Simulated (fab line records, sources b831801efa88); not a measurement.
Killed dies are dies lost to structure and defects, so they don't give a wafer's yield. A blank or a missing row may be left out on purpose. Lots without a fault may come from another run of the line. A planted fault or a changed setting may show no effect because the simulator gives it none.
A struck lot beside a sound one | flow sky130 | 15 steps out of a route of 708
Sound: wafers L428.4, L428.5, L428.6. Struck: wafers L437.1, L437.2, L437.3. The cause comes at the end.
At each step with rows: each side's tool, then ch and its chambers, then its first start. Under that, the readings that differ: sound wafers | struck wafers | difference of the means | sigmas: that difference in standard deviations of wafers without a fault.
alike: readings whose means differ by less than 2 such deviations, and words and numbers that are the same on both sides. not compared: withheld readings, readings that some wafer has no value for, bounds like >300 that may hide the same value, and numbers for which the record gives no deviation and whose values overlap.
The two part at a step that has a row with sigmas, a row that says differs or no value, or rows on one side only. Numbers that don't overlap but have no deviation are shown without sigmas and don't part them. A reading that every wafer of one side lacks parts them only if that side has two wafers or more.

SKY_VIA3_CMP_02: polishes SiO2.
  sound on cmp-01 ch 0,1,2, day 41 01:00; struck on cmp-01 ch 1,2,3, day 44 03:20
  alike: head_pressure_psi, motor_current_A, platen_rpm
SKY_VIA3_BOW_MEAS_03:
  sound on film_metro-04, day 41 01:13; struck on film_metro-01, day 44 03:38
  alike: VIA3_BOW
then, 8 steps without rows for these wafers: SKY_VIA3_DEHYDRATE_04 (time 60 s); SKY_VIA3_HMDS_05 (prime time 60 s); SKY_VIA3_COAT_06 (resist thk 60 nm); SKY_VIA3_COAT_07 (resist thk 450 nm); SKY_VIA3_SOFTBAKE_08 (time 90 s); SKY_VIA3_EXPOSE_09 (exposes mask VIM3, target cd 200 nm); SKY_VIA3_PEB_10; SKY_VIA3_DEVELOP_11 (develop time 60 s).
SKY_VIA3_CD_MEAS_12: target cd 200 nm.
  sound on cd_sem-02, day 42 01:40; struck on cd_sem-02, day 45 01:50
  alike: cd_nm
SKY_VIA3_OVL_MEAS_13:
  sound on overlay-01, day 42 01:45; struck on overlay-01, day 45 01:58
  alike: VIA3_OVL
SKY_VIA3_ETCH_14: etches BARC in N2/H2, stops on SiO2, time 45.9 s, target depth 60 nm.
  sound on rie_diel-04 ch 1,2, day 42 01:46; struck on rie_diel-04 ch 1,2,3, day 45 01:59
  reading    | sound               | struck               | difference | sigmas
  bias_w (W) | 100.03 99.81 100.07 | 113.62 113.58 113.61 | +13.63     | +47
  alike: drypump_motor_current_A, oes_product_au, throttle_valve_pct
  not compared: rf_hours_counter_h
SKY_VIA3_ETCH_15: etches SiO2 in C4F8/O2/Ar, stops on TiN, target depth 507 nm, time 78 s.
  sound on rie_diel-04 ch 1,2, day 42 01:49; struck on rie_diel-04 ch 1,2,3, day 45 02:02
  alike: bias_w, oes_product_au
  not compared: rf_hours_counter_h
SKY_PAD_OPEN_PROBE_99:
  the record has rows for the sound wafers here (prober-02, day 47 21:03) and none for the struck ones

WHERE THEY PART
First at SKY_VIA3_ETCH_14; last, within this record, at SKY_PAD_OPEN_PROBE_99.

WHY: what the simulator had put in
Process parameter drift: rie_diel-04, from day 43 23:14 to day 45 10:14, at SKY_VIA3_ETCH_14. Setting bias_w, moved by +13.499, from 100. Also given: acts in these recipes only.
